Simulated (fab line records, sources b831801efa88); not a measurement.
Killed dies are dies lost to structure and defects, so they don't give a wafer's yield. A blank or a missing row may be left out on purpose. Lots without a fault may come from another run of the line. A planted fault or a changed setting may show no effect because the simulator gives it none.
Chamber matching | flow sky130 | SKY_CONTACT_ETCH_17 on rie_diel-03: 4 sister chambers
The step etches SiO2 in C4F8/O2/Ar, stops on Si3N4, target depth 340 nm. 4 wafers are shown with their chamber, then 7 later ones without.

WAFERS WITH THEIR CHAMBER
wafer  | chamber | oes_product_au (a.u.)
L167.3 | 0       | 0.899
L167.5 | 1       | 0.890
L176.2 | 3       | 0.893
L176.4 | 2       | 0.894

WAFERS WITHOUT THEIR CHAMBER
wafer  | oes_product_au (a.u.)
L176.5 | 0.896
L175.3 | 0.884
L175.4 | 0.897
L175.5 | 0.880
L177.1 | 0.894
L177.3 | 0.894
L177.6 | 0.890

WHICH CHAMBER EACH WENT THROUGH
wafer  | from the rows above               | in truth
L176.5 | can't be placed: 2 or 0 or 3 or 1 | 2
L175.3 | can't be placed: 1 or 3 or 2 or 0 | 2
L175.4 | can't be placed: 0 or 2 or 3 or 1 | 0
L175.5 | can't be placed: 1 or 3 or 2 or 0 | 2
L177.1 | can't be placed: 2 or 3 or 1 or 0 | 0
L177.3 | can't be placed: 2 or 3 or 1 or 0 | 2
L177.6 | can't be placed: 1 or 3 or 2 or 0 | 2
Placed correctly: 0 of 7. Can't be placed from these rows: 7 (the true chamber is among the candidates in 7). Placed wrongly: 0.
How it was worked out, from the rows above alone: a wafer's distance from a chamber is the root of the sum, over the readings, of the square of ((its reading less the chamber's mean) divided by the reading's scatter). The wafer belongs to the nearest chamber; if the next one is less than 2 further off, it can't be placed. A chamber's mean is the mean of its shown wafers. The scatter: with one shown wafer a chamber, the root of the mean of the squares of how far each hidden wafer lies from its nearest shown one.
